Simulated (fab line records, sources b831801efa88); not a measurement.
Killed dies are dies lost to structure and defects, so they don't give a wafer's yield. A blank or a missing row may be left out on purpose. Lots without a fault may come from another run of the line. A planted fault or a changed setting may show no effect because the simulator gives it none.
Which tool did it? | flow sky130 | 14 lots, 42 wafers sampled, at 2 steps of a route of 708

WHAT THE GAUGES READ, wafer by wafer
SKY_METAL2_RS_MEAS_05: measures by four-point-probe.
lot  | measured     | on            | METAL2_ALCU_RS (ohm/sq)
L959 | day 34 01:39 | film_metro-02 | 0.1249 0.1271 0.1260
L961 | day 34 16:59 | film_metro-04 | 0.1291 0.1297 0.1286
L964 | day 35 19:31 | film_metro-01 | 0.1251 0.1264 0.1254
L966 | day 36 19:29 | film_metro-04 | 0.1292 0.1291 0.1296
L968 | day 37 08:50 | film_metro-04 | 0.1262 0.1262 0.1253
L969 | day 37 15:53 | film_metro-01 | 0.1269 0.1272 0.1278
L970 | day 37 22:59 | film_metro-01 | 0.1269 0.1277 0.1273
L976 | day 39 22:29 | film_metro-04 | 0.1264 0.1275 0.1268
L975 | day 40 00:44 | film_metro-02 | 0.1267 0.1270 0.1273
L977 | day 40 01:25 | film_metro-02 | 0.1286 0.1280 0.1283
L978 | day 40 03:05 | film_metro-04 | 0.1266 0.1279 0.1286
L980 | day 40 22:18 | film_metro-04 | 0.1278 0.1280 0.1284
L981 | day 40 22:39 | film_metro-02 | 0.1260 0.1260 0.1257
L982 | day 41 05:37 | film_metro-01 | 0.1256 0.1256 0.1254

SKY_METAL2_OVL_MEAS_16.
lot  | measured     | on         | METAL2_OVL (nm)
L959 | day 35 04:02 | overlay-01 | -2 -4 -5
L961 | day 35 19:50 | overlay-01 | 2 0 6
L964 | day 36 21:34 | overlay-01 | 2 2 1
L966 | day 37 21:40 | overlay-02 | 1 0 0
L968 | day 38 09:52 | overlay-02 | 2 2 0
L969 | day 38 17:38 | overlay-01 | 3 3 8
L970 | day 39 00:52 | overlay-02 | 2 -2 1
L976 | day 40 23:16 | overlay-02 | -3 -7 -8
L975 | day 41 01:17 | overlay-02 | 2 3 2
L977 | day 41 01:59 | overlay-01 | 2 0 3
L978 | day 41 04:10 | overlay-01 | 6 11 4
L980 | day 41 22:50 | overlay-02 | 7 -3 0
L981 | day 41 23:19 | overlay-02 | 1 0 6
L982 | day 42 06:31 | overlay-02 | 6 9 12

WHICH TOOL RAN EACH LOT (tool, then ch and the chambers of the sampled wafers, then the start)
The record holds no process step before these readings.

WHAT THE TOOLS THEMSELVES READ (means of the sampled wafers that have a number; where no wafer has one, the mark that the record gives instead)
The record holds no such reading with a usual standard deviation.

THE ANSWER, worked out from the rows above alone
Rule: what is usual is taken from the lots themselves. Put in order of their means at a reading, lots are off if they are a third of the lots or fewer, leave a main group of 4 or more, and stand apart from it by a gap of 3 or more times the standard deviation of the main group's means; of several such gaps the widest counts. A main group whose means are all the same, to the digits that the tables above print for the reading, isn't used. A lot without any number at a reading at which 4 lots or more have one is off too. The other lots that the step has rows for count as sound. The gauges are gone through in route order, then the tools' own readings, and for those a lot's mean is taken as printed above. The first step at which some lot is off is used, and at that step the reading that is off furthest; a lot without a number counts as furthest.
No lot is off at any reading shown: from this, nothing can be told.

WHAT THE SIMULATOR HAD PUT IN
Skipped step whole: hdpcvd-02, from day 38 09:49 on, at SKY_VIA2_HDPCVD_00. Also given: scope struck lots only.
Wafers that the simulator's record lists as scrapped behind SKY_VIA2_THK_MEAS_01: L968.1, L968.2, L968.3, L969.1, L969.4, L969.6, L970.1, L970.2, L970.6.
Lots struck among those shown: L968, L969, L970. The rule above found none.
